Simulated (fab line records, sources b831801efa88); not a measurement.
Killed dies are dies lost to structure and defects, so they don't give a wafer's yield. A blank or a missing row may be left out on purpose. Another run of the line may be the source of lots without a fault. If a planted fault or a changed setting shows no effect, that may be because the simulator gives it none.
fab line records ; flow sky130
record lots=13; wafers=39; lastDay=50
route steps=708 shown FIELD_ISO@17 METAL5@664 PAD_OPEN@708
lots that met no fault: from a run of the same line without faults
startH: hours from the record's opening day to when the first of the lot's shown wafers began ; waitH: time in hours since the lot's previous step ; " repeats the value in the row above ; L1.1+2: several wafers, shown together as one row ; - value missing, or start not given ; * or withheld: withheld ; < > ~ a bound
route shown NAME@n: names a module that has steps shown in the file, with the first one's number in the route ; usual: average and standard deviation across the fault-free wafers ; same: alike in all rows ; chamber/n: place in a boat ; sites: per-site readings ; _std_site: standard deviation across them ; _edge_site: the outer-site mean with the inner-site mean subtracted ; radiusMm: for every site, how far away it sits from the centre of the wafer ; mask NAME#n: copy n ; behind: the last tool/chamber to shape the wafer ; hold: cause of the lot's hold/its duration in hours/its outcome ; device: whichever transistor did not switch (one of n, p or np) ; end of line: tests of these same wafers at the route's end ; a step given without rows: its recipe and nothing more ; killed: dies that structure and defects cost at the first sort, which is not the same as the wafer's yield ; map: a wafer's dies, marking killed ones x, the rest . and places with no die _
set.NAME: setting as actually run; set.NAME@STEP: the setting as run at that earlier step ; model.NAME: the simulator's own value behind a step, which no gauge read
the route's steps for a sample of lots (tables are steps, rows are wafers)
services: from which hour (startH, from the record's first day; less than 0 if before it) a tool's chamber was out of use, for how many hours, and why
## steps
# step SKY_FIELD_ISO_STRIP_16
# recipe chemistry=O2/N2; powerW=1346; pressureMtorr=1500; platenTempC=withheld; o2FlowSccm=3000; n2FlowSccm=300; overashFraction=0.5
# usual drypumpMotorCurrentA=5.3/0.31; oesProductAu=0.377/0.0054; stripTimeToEndpointS=3.66/0.045
lot.wafer;tool;chamber;startH;waitH;drypumpMotorCurrentA;oesProductAu;rfHoursCounterH;stripTimeToEndpointS
L416.1;plasmaAsher-01;0;29.90;0.1;5.6;0.372;22;3.59
L416.2;plasmaAsher-01;1;29.90;0.1;4.9;0.377;22;3.60
L416.6;plasmaAsher-01;0;29.90;0.1;5.6;0.379;-;3.59
L417.2;plasmaAsher-01;1;36.22;0.1;4.9;0.379;22;3.68
L417.3;plasmaAsher-01;0;36.22;0.1;5.6;0.371;-;3.64
L417.6;plasmaAsher-01;0;36.22;0.1;5.6;0.377;-;3.64
L420.1;plasmaAsher-02;0;50.37;0.0;5.4;0.382;37;3.64
L420.5;plasmaAsher-02;1;50.37;0.0;5.2;0.377;-;3.67
L420.6;plasmaAsher-02;0;50.37;0.0;5.4;0.395;-;3.68
L422.1;plasmaAsher-02;0;60.82;0.0;5.4;0.383;38;3.59
L422.2;plasmaAsher-02;1;60.82;0.0;5.2;0.374;38;3.64
L422.4;plasmaAsher-02;0;60.82;0.0;5.4;0.382;-;3.67
L423.4;plasmaAsher-01;0;64.30;0.1;5.6;0.372;-;3.63
L423.5;plasmaAsher-01;0;64.30;0.1;5.6;0.380;-;3.66
L423.6;plasmaAsher-01;1;64.30;0.1;4.9;0.377;-;3.69
L424.1;plasmaAsher-02;1;71.37;0.1;5.2;0.374;39;3.67
L424.2;plasmaAsher-02;0;71.37;0.1;5.4;0.369;39;3.62
L424.3;plasmaAsher-02;1;71.37;0.1;5.2;0.369;-;3.61
L426.1;plasmaAsher-01;0;82.00;0.0;5.6;0.376;27;3.69
L426.2;plasmaAsher-01;1;82.00;0.0;4.9;0.371;27;3.62
L426.5;plasmaAsher-01;1;82.00;0.0;4.9;0.381;-;3.69
L430.2;plasmaAsher-02;1;100.22;0.0;5.2;0.384;42;3.66
L430.3;plasmaAsher-02;1;100.22;0.0;5.2;0.383;-;3.64
L430.6;plasmaAsher-02;1;100.22;0.0;5.2;0.376;-;3.66
L432.2;plasmaAsher-01;1;114.62;0.0;4.9;0.372;30;3.63
L432.3;plasmaAsher-01;0;114.62;0.0;5.6;0.368;-;3.59
L432.5;plasmaAsher-01;0;114.62;0.0;5.6;0.373;-;3.59
L433.1;plasmaAsher-01;0;117.60;0.0;5.6;0.382;30;3.69
L433.3;plasmaAsher-01;1;117.60;0.0;4.9;0.384;-;3.65
L433.4;plasmaAsher-01;0;117.60;0.0;5.6;0.384;-;3.69
L434.2;plasmaAsher-01;0;123.67;0.0;5.6;0.374;31;3.69
L434.3;plasmaAsher-01;1;123.67;0.0;4.9;0.371;-;3.62
L434.5;plasmaAsher-01;1;123.67;0.0;4.9;0.376;-;3.65
L435.1;plasmaAsher-01;1;127.12;0.0;4.9;0.379;31;3.68
L435.2;plasmaAsher-01;0;127.12;0.0;5.5;0.373;31;3.65
L435.4;plasmaAsher-01;0;127.12;0.0;5.6;0.374;-;3.64
L437.3;plasmaAsher-02;1;138.53;0.1;5.2;0.381;-;3.70
L437.4;plasmaAsher-02;0;138.53;0.1;5.4;0.385;-;3.66
L437.6;plasmaAsher-02;1;138.53;0.1;5.2;0.379;-;3.72
# step SKY_METAL5_SPUTTER_03
# recipe material=Ti; targetThkNm=5; powerW=3000; timeS=3.3; chamberPressurePa=0.4
# usual cathodeDcPowerW=3000.0/0.61; throttleValvePct=29.8/1
lot.wafer;tool;chamber;startH;waitH;cathodeDcPowerW;throttleValvePct
L416.1;pvdSputter-02;-;995.95;0.0;2999.6;30.5
L416.2;pvdSputter-02;-;995.95;0.0;3000.0;29.2
L416.6;pvdSputter-02;-;995.95;0.0;2999.9;32.0
L417.2;pvdSputter-01;-;1003.94;0.0;2999.8;28.6
L417.3;pvdSputter-01;-;1003.94;0.0;3000.1;29.9
L417.6;pvdSputter-01;-;1003.94;0.0;3000.2;28.7
L420.1;pvdSputter-02;-;1022.06;0.0;2999.7;32.0
L420.5;pvdSputter-02;-;1022.06;0.0;2999.4;29.1
L420.6;pvdSputter-02;-;1022.06;0.0;3000.4;32.5
L422.1;pvdSputter-01;-;1066.60;0.0;3000.0;29.7
L422.2;pvdSputter-01;-;1066.60;0.0;2999.1;29.9
L422.4;pvdSputter-01;-;1066.60;0.0;2999.9;30.5
L423.4;pvdSputter-01;-;1070.12;0.0;3000.5;30.0
L423.5;pvdSputter-01;-;1070.12;0.0;2999.8;30.1
L423.6;pvdSputter-01;-;1070.12;0.0;2999.5;28.7
L426.1;pvdSputter-02;-;1071.63;0.0;2999.5;30.2
L426.2;pvdSputter-02;-;1071.63;0.0;2999.9;32.1
L426.5;pvdSputter-02;-;1071.63;0.0;3000.3;29.4
L424.1;pvdSputter-04;-;1072.64;0.0;2999.1;31.2
L424.2;pvdSputter-04;-;1072.64;0.0;3000.6;28.0
L424.3;pvdSputter-04;-;1072.64;0.0;3000.5;29.0
L430.2;pvdSputter-02;-;1085.04;0.0;2998.8;31.8
L430.3;pvdSputter-02;-;1085.04;0.0;2881.1;30.3
L430.6;pvdSputter-02;-;1085.04;0.0;3000.1;31.7
L432.2;pvdSputter-01;-;1102.46;0.0;3000.0;30.6
L432.3;pvdSputter-01;-;1102.46;0.0;3000.7;29.8
L432.5;pvdSputter-01;-;1102.46;0.0;2999.6;28.5
L434.2;pvdSputter-04;-;1136.84;0.0;3000.0;28.1
L434.3;pvdSputter-04;-;1136.84;0.0;3000.1;30.9
L434.5;pvdSputter-04;-;1136.84;0.0;2999.9;29.3
L433.1;pvdSputter-04;-;1140.17;0.0;3000.2;29.1
L433.3;pvdSputter-04;-;1140.17;0.0;2999.8;28.9
L433.4;pvdSputter-04;-;1140.17;0.0;3000.6;28.0
L437.3;pvdSputter-01;-;1142.17;0.0;3000.2;29.7
L437.4;pvdSputter-01;-;1142.17;0.0;3000.8;30.4
L437.6;pvdSputter-01;-;1142.17;0.0;3001.0;29.9
L435.1;pvdSputter-01;-;1143.03;0.0;2998.0;30.5
L435.2;pvdSputter-01;-;1143.03;0.0;2999.8;30.0
L435.4;pvdSputter-01;-;1143.03;0.0;3000.6;29.7
# step SKY_PAD_OPEN_PROBE_99
# usual defectLimitedYield=82.5/2; killed_at_M0_to_M3=44/7.1; killed_at_M4_up=3.1/1.8; killedAtContacts=24/5.3; killedAtFrontEnd=15/4.5; killedAtOther=0.2/0.42; killedDies=86/9.6; killedOpen=46/6.9; killedShort=40/6.4; sort_bin_3_pad_short=0.8/0.36; sort_bin_5_function=10.3/1.3; sort_bin_6_memory=6.4/1.2; sortNPass=406/9.6; sortYieldPct=82.5/2
# same grossDies=492; killedAtBackSide=0; sort_bin_4_leakage[%]=0; sort_bin_8_speed[%]=0
lot.wafer;tool;chamber;startH;waitH;defectLimitedYield[%];killed_at_M0_to_M3;killed_at_M4_up;killedAtContacts;killedAtFrontEnd;killedAtOther;killedDies;killedOpen;killedShort;sort_bin_3_pad_short[%];sort_bin_5_function[%];sort_bin_6_memory[%];sortNPass;sortYieldPct[%]
L416.1;prober-01;-;1067.12;0.1;82.1;45;1;27;15;0;88;44;44;0.4;9.8;7.7;404;82.1
L416.2;prober-01;-;1067.17;0.1;85.6;37;3;17;14;0;71;30;41;0.8;7.1;6.5;421;85.6
L416.6;prober-01;-;1067.37;0.2;83.9;37;2;23;16;1;79;54;25;0.8;9.6;5.7;413;83.9
L417.2;prober-02;-;1072.47;0.1;83.1;37;1;23;22;0;83;40;43;0.4;11.8;4.7;409;83.1
L417.3;prober-02;-;1072.52;0.2;82.5;52;2;19;13;0;86;53;33;1.0;10.0;6.5;406;82.5
L417.6;prober-02;-;1072.67;0.2;81.7;44;3;29;14;0;90;52;38;1.0;12.0;5.3;402;81.7
L420.1;prober-01;-;1089.62;0.1;84.6;40;6;17;13;0;76;44;32;0.8;8.5;6.1;416;84.6
L420.5;prober-01;-;1089.82;0.2;84.6;34;2;22;17;1;76;41;35;1.2;9.1;5.1;416;84.6
L420.6;prober-01;-;1089.87;0.2;81.5;43;4;29;15;0;91;45;46;0.4;12.0;6.1;401;81.5
L422.1;prober-01;-;1130.51;0.1;82.5;34;8;31;13;0;86;45;41;1.0;10.2;6.3;406;82.5
L422.2;prober-01;-;1130.56;0.1;80.3;59;6;18;14;0;97;51;46;1.2;11.6;6.9;395;80.3
L422.4;prober-01;-;1130.66;0.2;81.5;37;6;29;18;1;91;43;48;1.2;11.6;5.7;401;81.5
L423.4;prober-02;-;1133.93;0.2;81.3;38;6;29;19;0;92;57;35;0.6;11.2;6.9;400;81.3
L423.5;prober-02;-;1133.98;0.2;81.9;42;2;20;24;1;89;42;47;1.0;10.2;6.9;403;81.9
L423.6;prober-02;-;1134.03;0.2;84.3;34;0;23;20;0;77;44;33;0.4;9.3;5.9;415;84.3
L426.1;prober-01;-;1134.41;0.1;83.7;40;3;23;14;0;80;50;30;0.8;11.0;4.5;412;83.7
L426.2;prober-01;-;1134.46;0.1;86.0;38;4;15;12;0;69;36;33;1.4;8.3;4.3;423;86.0
L426.5;prober-01;-;1134.61;0.2;82.3;39;4;25;19;0;87;43;44;1.0;10.8;5.9;405;82.3
L424.1;prober-02;-;1136.20;0.1;83.3;42;3;21;16;0;82;41;41;0.6;9.8;6.3;410;83.3
L424.2;prober-02;-;1136.25;0.1;84.1;35;3;17;22;1;78;45;33;1.0;9.1;5.7;414;84.1
L424.3;prober-02;-;1136.30;0.2;83.7;34;7;30;9;0;80;44;36;1.0;8.9;6.3;412;83.7
L430.2;prober-02;-;1146.98;0.1;85.2;45;2;18;8;0;73;44;29;0.6;9.1;5.1;419;85.2
L430.3;prober-02;-;1147.03;0.2;79.7;55;3;29;13;0;100;45;55;1.4;12.0;6.9;392;79.7
L430.6;prober-02;-;1147.18;0.2;84.6;42;3;24;6;1;76;41;35;1.0;9.3;5.1;416;84.6
L432.2;prober-01;-;1161.52;0.1;80.3;48;5;21;22;1;97;48;49;1.8;9.6;8.3;395;80.3
L432.3;prober-01;-;1161.57;0.2;80.9;49;6;20;19;0;94;52;42;0.8;10.8;7.5;398;80.9
L432.5;prober-01;-;1161.67;0.2;80.7;46;5;26;18;0;95;42;53;1.0;12.4;5.9;397;80.7
L434.2;prober-02;-;1191.09;0.1;84.6;37;4;17;18;0;76;47;29;0.8;8.5;6.1;416;84.6
L434.3;prober-02;-;1191.14;0.2;82.5;50;4;22;10;0;86;49;37;0.2;9.6;7.7;406;82.5
L434.5;prober-02;-;1191.24;0.2;84.6;36;3;24;13;0;76;33;43;0.6;10.6;4.3;416;84.6
L433.1;prober-01;-;1194.30;0.1;81.3;60;2;17;13;0;92;47;45;0.8;10.4;7.5;400;81.3
L433.3;prober-01;-;1194.40;0.2;81.5;44;2;22;23;0;91;52;39;0.8;11.2;6.5;401;81.5
L433.4;prober-01;-;1194.45;0.2;82.7;44;2;19;20;0;85;45;40;0.4;10.6;6.3;407;82.7
L437.3;prober-01;-;1196.93;0.2;80.5;46;4;34;12;0;96;54;42;1.0;11.4;7.1;396;80.5
L437.4;prober-01;-;1196.98;0.2;82.9;51;4;15;14;0;84;44;40;1.0;10.0;6.1;408;82.9
L437.6;prober-01;-;1197.08;0.2;81.9;38;6;29;16;0;89;49;40;1.0;10.6;6.5;403;81.9
L435.1;prober-01;-;1198.33;0.1;81.1;56;1;25;11;0;93;53;40;1.2;11.0;6.7;399;81.1
L435.2;prober-01;-;1198.38;0.1;85.6;37;2;22;10;0;71;45;26;0.4;10.0;4.1;421;85.6
L435.4;prober-01;-;1198.48;0.2;83.9;36;2;24;17;0;79;38;41;1.0;10.6;4.5;413;83.9
# killed by level:class
L416.1 CONTACT:geometricParticle:open=12 VIA1:geometricParticle:short=9 METAL1:geometricParticle:short=7 LI_CONTACT:geometricParticle:open=6 CONTACT:geometricParticle:short=6 VIA1:geometricParticle:open=6 METAL2:geometricParticle:short=6 FIELD_ISO:geometricParticle:open=5
L416.2 CONTACT:geometricParticle:open=7 VIA2:geometricParticle:short=7 VIA1:geometricParticle:open=6 CONTACT:geometricParticle:short=5 METAL3:geometricParticle:short=5 FIELD_ISO:geometricParticle:open=4 METAL2:geometricParticle:short=4 VIA3:geometricParticle:open=4
L416.6 LI_CONTACT:geometricParticle:open=10 FIELD_ISO:geometricParticle:open=8 CONTACT:geometricParticle:open=7 VIA1:geometricParticle:open=7 VIA2:geometricParticle:open=7 METAL2:geometricParticle:short=5 VIA3:geometricParticle:open=5 POLY_GATE:geometricParticle:open=4
L417.2 VIA1:geometricParticle:open=10 LI_CONTACT:geometricParticle:open=8 VIA2:geometricParticle:open=7 POLY_GATE:geometricParticle:short=6 LOCAL_INTERCONNECT:geometricParticle:short=6 FIELD_ISO:geometricParticle:short=5 FIELD_ISO:geometricParticle:open=4 CONTACT:geometricParticle:short=4
L417.3 VIA1:geometricParticle:open=15 VIA3:geometricParticle:open=10 FIELD_ISO:geometricParticle:short=7 LI_CONTACT:geometricParticle:open=7 CONTACT:geometricParticle:open=7 VIA2:geometricParticle:open=7 METAL1:geometricParticle:short=6 VIA1:geometricParticle:short=4
L417.6 VIA1:geometricParticle:open=11 LI_CONTACT:geometricParticle:open=10 CONTACT:geometricParticle:open=7 METAL1:geometricParticle:short=6 VIA3:geometricParticle:open=6 CONTACT:geometricParticle:short=5 VIA1:geometricParticle:short=5 VIA2:geometricParticle:open=5
L420.1 VIA1:geometricParticle:open=8 LI_CONTACT:geometricParticle:open=7 FIELD_ISO:geometricParticle:open=6 POLY_GATE:geometricParticle:short=6 VIA2:geometricParticle:open=6 METAL3:geometricParticle:short=5 CONTACT:geometricParticle:open=5 METAL2:geometricParticle:short=4
L420.5 CONTACT:geometricParticle:open=10 POLY_GATE:geometricParticle:short=7 VIA1:geometricParticle:open=7 VIA3:geometricParticle:open=7 METAL2:geometricParticle:short=6 CONTACT:geometricParticle:short=5 VIA2:geometricParticle:open=4 FIELD_ISO:geometricParticle:short=3
L420.6 CONTACT:geometricParticle:open=10 VIA1:geometricParticle:open=10 VIA1:geometricParticle:short=8 VIA2:geometricParticle:short=7 POLY_GATE:geometricParticle:short=6 LI_CONTACT:geometricParticle:open=6 CONTACT:geometricParticle:short=6 LI_CONTACT:geometricParticle:short=4
L422.1 CONTACT:geometricParticle:open=11 LI_CONTACT:geometricParticle:open=7 METAL4:geometricParticle:short=7 LOCAL_INTERCONNECT:geometricParticle:short=6 VIA1:geometricParticle:open=6 METAL1:geometricParticle:short=5 VIA3:geometricParticle:open=5 POLY_GATE:geometricParticle:open=4
L422.2 VIA1:geometricParticle:open=12 CONTACT:geometricParticle:open=11 METAL2:geometricParticle:short=9 VIA3:geometricParticle:open=9 VIA2:geometricParticle:open=8 FIELD_ISO:geometricParticle:short=6 VIA1:geometricParticle:short=6 METAL1:geometricParticle:short=5
L422.4 CONTACT:geometricParticle:open=12 VIA1:geometricParticle:open=10 VIA1:geometricParticle:short=8 POLY_GATE:geometricParticle:short=7 LI_CONTACT:geometricParticle:open=5 METAL2:geometricParticle:short=5 FIELD_ISO:geometricParticle:short=4 LI_CONTACT:geometricParticle:short=4
L423.4 CONTACT:geometricParticle:open=12 LI_CONTACT:geometricParticle:open=11 POLY_GATE:geometricParticle:short=9 VIA3:geometricParticle:open=8 VIA1:geometricParticle:open=7 FIELD_ISO:geometricParticle:open=6 METAL1:geometricParticle:short=5 VIA2:geometricParticle:open=5
L423.5 VIA1:geometricParticle:open=8 LI_CONTACT:geometricParticle:open=7 POLY_GATE:geometricParticle:short=6 POLY_GATE:geometricParticle:open=6 VIA1:geometricParticle:short=6 CONTACT:geometricParticle:short=5 VIA3:geometricParticle:open=5 VIA2:geometricParticle:open=5
L423.6 LI_CONTACT:geometricParticle:open=7 FIELD_ISO:geometricParticle:open=6 VIA3:geometricParticle:open=6 CONTACT:geometricParticle:open=6 VIA1:geometricParticle:open=6 CONTACT:geometricParticle:short=5 POLY_GATE:geometricParticle:short=4 POLY_GATE:geometricParticle:open=4
L426.1 VIA1:geometricParticle:open=11 LI_CONTACT:geometricParticle:open=8 VIA3:geometricParticle:open=8 CONTACT:geometricParticle:open=7 VIA3:geometricParticle:short=6 FIELD_ISO:geometricParticle:open=5 CONTACT:geometricParticle:short=4 SPACER:geometricParticle:open=3
L426.2 VIA1:geometricParticle:open=11 METAL2:geometricParticle:short=8 VIA1:geometricParticle:short=6 CONTACT:geometricParticle:open=5 POLY_GATE:geometricParticle:short=4 LI_CONTACT:geometricParticle:open=4 LOCAL_INTERCONNECT:geometricParticle:short=4 VIA3:geometricParticle:open=4
L426.5 FIELD_ISO:geometricParticle:short=8 VIA1:geometricParticle:open=8 VIA2:geometricParticle:open=8 METAL2:geometricParticle:short=7 FIELD_ISO:geometricParticle:open=6 LOCAL_INTERCONNECT:geometricParticle:short=6 CONTACT:geometricParticle:open=6 CONTACT:geometricParticle:short=5
L424.1 CONTACT:geometricParticle:open=9 VIA1:geometricParticle:open=8 FIELD_ISO:geometricParticle:short=7 LI_CONTACT:geometricParticle:open=6 VIA3:geometricParticle:open=6 METAL2:geometricParticle:short=5 METAL1:geometricParticle:short=5 POLY_GATE:geometricParticle:short=4
L424.2 CONTACT:geometricParticle:open=8 FIELD_ISO:geometricParticle:open=7 POLY_GATE:geometricParticle:open=7 FIELD_ISO:geometricParticle:short=6 VIA1:geometricParticle:open=6 VIA2:geometricParticle:open=5 VIA1:geometricParticle:short=5 METAL2:geometricParticle:short=4
L424.3 CONTACT:geometricParticle:open=10 LI_CONTACT:geometricParticle:open=8 LOCAL_INTERCONNECT:geometricParticle:short=6 VIA1:geometricParticle:open=6 VIA2:geometricParticle:open=6 METAL1:geometricParticle:short=5 VIA3:geometricParticle:open=5 METAL4:geometricParticle:short=5
L430.2 CONTACT:geometricParticle:open=10 VIA1:geometricParticle:open=8 VIA2:geometricParticle:open=8 METAL2:geometricParticle:short=6 VIA3:geometricParticle:open=6 METAL1:geometricParticle:short=5 VIA1:geometricParticle:short=4 FIELD_ISO:geometricParticle:open=3
L430.3 CONTACT:geometricParticle:open=15 METAL1:geometricParticle:short=10 VIA1:geometricParticle:short=8 VIA2:geometricParticle:open=7 VIA2:geometricParticle:short=7 VIA1:geometricParticle:open=6 CONTACT:geometricParticle:short=6 METAL2:geometricParticle:short=6
L430.6 VIA1:geometricParticle:open=12 CONTACT:geometricParticle:open=9 CONTACT:geometricParticle:short=7 VIA1:geometricParticle:short=5 VIA2:geometricParticle:open=5 FIELD_ISO:geometricParticle:open=4 METAL1:geometricParticle:short=4 METAL2:geometricParticle:short=4
L432.2 VIA3:geometricParticle:open=10 FIELD_ISO:geometricParticle:open=8 VIA1:geometricParticle:open=7 CONTACT:geometricParticle:open=6 VIA2:geometricParticle:open=6 FIELD_ISO:geometricParticle:short=5 LI_CONTACT:geometricParticle:open=5 LOCAL_INTERCONNECT:geometricParticle:short=5
L432.3 LI_CONTACT:geometricParticle:open=9 VIA1:geometricParticle:short=9 VIA2:geometricParticle:open=9 VIA3:geometricParticle:open=9 CONTACT:geometricParticle:open=7 METAL1:geometricParticle:short=6 VIA1:geometricParticle:open=6 POLY_GATE:geometricParticle:short=5
L432.5 VIA1:geometricParticle:short=11 CONTACT:geometricParticle:open=10 VIA1:geometricParticle:open=6 CONTACT:geometricParticle:short=6 FIELD_ISO:geometricParticle:open=5 FIELD_ISO:geometricParticle:short=5 LI_CONTACT:geometricParticle:open=5 METAL2:geometricParticle:short=5
L434.2 CONTACT:geometricParticle:open=9 VIA1:geometricParticle:open=6 POLY_GATE:geometricParticle:open=5 METAL1:geometricParticle:open=5 METAL2:geometricParticle:short=5 VIA3:geometricParticle:open=5 FIELD_ISO:geometricParticle:open=4 LI_CONTACT:geometricParticle:open=4
L434.3 LI_CONTACT:geometricParticle:open=9 VIA2:geometricParticle:open=8 VIA1:geometricParticle:open=7 VIA1:geometricParticle:short=7 CONTACT:geometricParticle:open=6 VIA3:geometricParticle:open=6 VIA2:geometricParticle:short=5 LOCAL_INTERCONNECT:geometricParticle:short=4
L434.5 LI_CONTACT:geometricParticle:open=7 METAL1:geometricParticle:short=7 VIA1:geometricParticle:short=7 VIA3:geometricParticle:open=5 FIELD_ISO:geometricParticle:short=4 FIELD_ISO:geometricParticle:open=4 LI_CONTACT:geometricParticle:short=4 LOCAL_INTERCONNECT:geometricParticle:short=4
L433.1 VIA1:geometricParticle:open=17 METAL2:geometricParticle:short=8 VIA2:geometricParticle:open=8 CONTACT:geometricParticle:open=7 METAL1:geometricParticle:short=7 VIA1:geometricParticle:short=5 FIELD_ISO:geometricParticle:short=4 LOCAL_INTERCONNECT:geometricParticle:short=4
L433.3 VIA1:geometricParticle:open=9 VIA3:geometricParticle:open=8 VIA2:geometricParticle:open=7 LI_CONTACT:geometricParticle:open=6 CONTACT:geometricParticle:open=6 FIELD_ISO:geometricParticle:short=5 POLY_GATE:geometricParticle:open=5 POLY_GATE:geometricParticle:short=5
L433.4 VIA1:geometricParticle:open=13 CONTACT:geometricParticle:open=7 FIELD_ISO:geometricParticle:short=6 METAL1:geometricParticle:short=6 CONTACT:geometricParticle:short=5 VIA1:geometricParticle:short=5 VIA2:geometricParticle:open=5 POLY_GATE:geometricParticle:open=4
L437.3 CONTACT:geometricParticle:open=14 VIA2:geometricParticle:open=11 VIA1:geometricParticle:open=8 LI_CONTACT:geometricParticle:open=6 LOCAL_INTERCONNECT:geometricParticle:short=5 METAL2:geometricParticle:short=5 VIA3:geometricParticle:open=5 METAL1:geometricParticle:short=4
L437.4 METAL2:geometricParticle:short=10 VIA1:geometricParticle:open=9 VIA3:geometricParticle:open=7 VIA1:geometricParticle:short=6 CONTACT:geometricParticle:open=6 FIELD_ISO:geometricParticle:open=5 LI_CONTACT:geometricParticle:open=4 VIA2:geometricParticle:open=4
L437.6 VIA1:geometricParticle:open=15 LI_CONTACT:geometricParticle:open=9 LOCAL_INTERCONNECT:geometricParticle:short=6 CONTACT:geometricParticle:open=5 METAL2:geometricParticle:short=5 METAL4:geometricParticle:short=5 FIELD_ISO:geometricParticle:short=4 METAL1:geometricParticle:short=4
L435.1 VIA1:geometricParticle:open=13 VIA1:geometricParticle:short=9 LI_CONTACT:geometricParticle:open=8 VIA3:geometricParticle:open=8 VIA2:geometricParticle:open=7 CONTACT:geometricParticle:open=6 METAL1:geometricParticle:short=5 VIA3:geometricParticle:short=5
L435.2 VIA1:geometricParticle:open=15 LI_CONTACT:geometricParticle:open=9 CONTACT:geometricParticle:open=6 FIELD_ISO:geometricParticle:short=5 VIA3:geometricParticle:open=5 METAL1:geometricParticle:short=5 LOCAL_INTERCONNECT:geometricParticle:short=4 VIA1:geometricParticle:short=3
L435.4 CONTACT:geometricParticle:open=10 FIELD_ISO:geometricParticle:short=6 VIA3:geometricParticle:open=6 LI_CONTACT:geometricParticle:open=5 METAL1:geometricParticle:short=5 METAL2:geometricParticle:short=5 VIA2:geometricParticle:short=5 POLY_GATE:geometricParticle:open=4
## services
tool;chamber;startH;hours;kind
plasmaAsher-01;-;27.78;0.8;repair
plasmaAsher-02;-;108.75;9.0;pm
pvdSputter-01;-;145.67;0.7;repair
plasmaAsher-02;-;148.75;1.9;repair
plasmaAsher-01;-;188.45;0.8;repair
plasmaAsher-01;-;249.83;2.8;pm
plasmaAsher-02;-;275.51;2.6;repair
plasmaAsher-02;-;325.84;1.5;repair
plasmaAsher-02;-;380.65;15.6;pm
pvdSputter-01;-;452.49;73.6;repair
plasmaAsher-02;-;514.17;1.6;repair
plasmaAsher-01;-;567.11;1.7;repair
pvdSputter-01;-;577.43;4.9;repair
pvdSputter-01;-;658.93;0.5;repair
pvdSputter-01;-;725.76;3.8;repair
pvdSputter-01;-;745.01;1.6;repair
plasmaAsher-01;-;751.68;2.3;repair
pvdSputter-01;-;825.82;1.7;repair
pvdSputter-01;-;919.96;1.9;repair
plasmaAsher-01;-;955.31;0.6;repair
plasmaAsher-01;-;981.52;5.5;repair
plasmaAsher-01;-;1055.25;9.0;pm
pvdSputter-01;-;1064.74;0.5;repair
pvdSputter-01;-;1071.49;4.3;repair
## key
firstSign step=SKY_METAL5_SPUTTER_03; reading=cathodeDcPowerW; direction=down; sigmas=99+; usual=3000.0; struck=2881.1
effect none on later readings
metAt SKY_METAL5_SPUTTER_03
struckLots L430
struckWafers L430.3
notActingAt SKY_FIELD_ISO_STRIP_16
onsetBetween 1071.63 1085.04
fault kind=processParameterDrift; tool=pvdSputter-02; chamber=-; onsetH=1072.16; steps=SKY_METAL5_SPUTTER_03; channel=powerW; offset=*; shape=step; endH=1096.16; actsIn=*; stated=*; scope=struckWafersOnly
